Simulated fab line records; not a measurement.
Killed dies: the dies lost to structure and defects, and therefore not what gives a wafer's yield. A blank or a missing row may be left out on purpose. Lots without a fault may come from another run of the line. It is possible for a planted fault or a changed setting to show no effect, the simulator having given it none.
Which tool is to blame? / flow gf180mcu / 11 lots (33 wafers sampled), 1 step of a 602-step route

WHAT THE GAUGES READ, wafer by wafer
GF_M4_OVL_MEAS_15.
lot=L412; measured=day 23 09:54; on=overlay-01; M4_OVL (nm)=2 6 9
lot=L413; measured=day 24 08:07; on=overlay-02; M4_OVL (nm)=9 3 6
lot=L414; measured=day 24 13:33; on=overlay-02; M4_OVL (nm)=0 5 -6
lot=L415; measured=day 24 21:59; on=overlay-01; M4_OVL (nm)=-3 8 5
lot=L416; measured=day 25 09:04; on=overlay-02; M4_OVL (nm)=4 14 4
lot=L417; measured=day 25 23:35; on=overlay-01; M4_OVL (nm)=13 4 20
lot=L418; measured=day 26 04:54; on=overlay-01; M4_OVL (nm)=17 -7 6
lot=L419; measured=day 26 06:54; on=overlay-01; M4_OVL (nm)=5 -8 6
lot=L424; measured=day 27 15:39; on=overlay-02; M4_OVL (nm)=8 -1 9
lot=L433; measured=day 30 09:57; on=overlay-01; M4_OVL (nm)=1 -2 2
lot=L435; measured=day 30 18:56; on=overlay-01; M4_OVL (nm)=5 -13 5

EACH LOT AND THE TOOL THAT RAN IT (in order: tool; ch and the chambers of the sampled wafers; start)
No process step before these readings appears in the record.

THE ANSWER, worked out from the rows above alone
Rule: what is usual is taken from the lots themselves. The widest of any qualifying gaps counts: lots, ordered by their means at a reading, are off when they make up no more than a third of the lots, leave a main group of 4 or more, and stand apart from it by 3 or more times the standard deviation of that group's means. The tables above print the reading to a certain number of digits; a main group whose means all agree to those digits is not used. A lot without any number at a reading at which 4 lots or more have one is off too. Any other lot the step has rows for is counted as sound.
No lot is off on any of the readings shown, so nothing can be concluded from this.

WHAT WAS PUT IN BY THE SIMULATOR
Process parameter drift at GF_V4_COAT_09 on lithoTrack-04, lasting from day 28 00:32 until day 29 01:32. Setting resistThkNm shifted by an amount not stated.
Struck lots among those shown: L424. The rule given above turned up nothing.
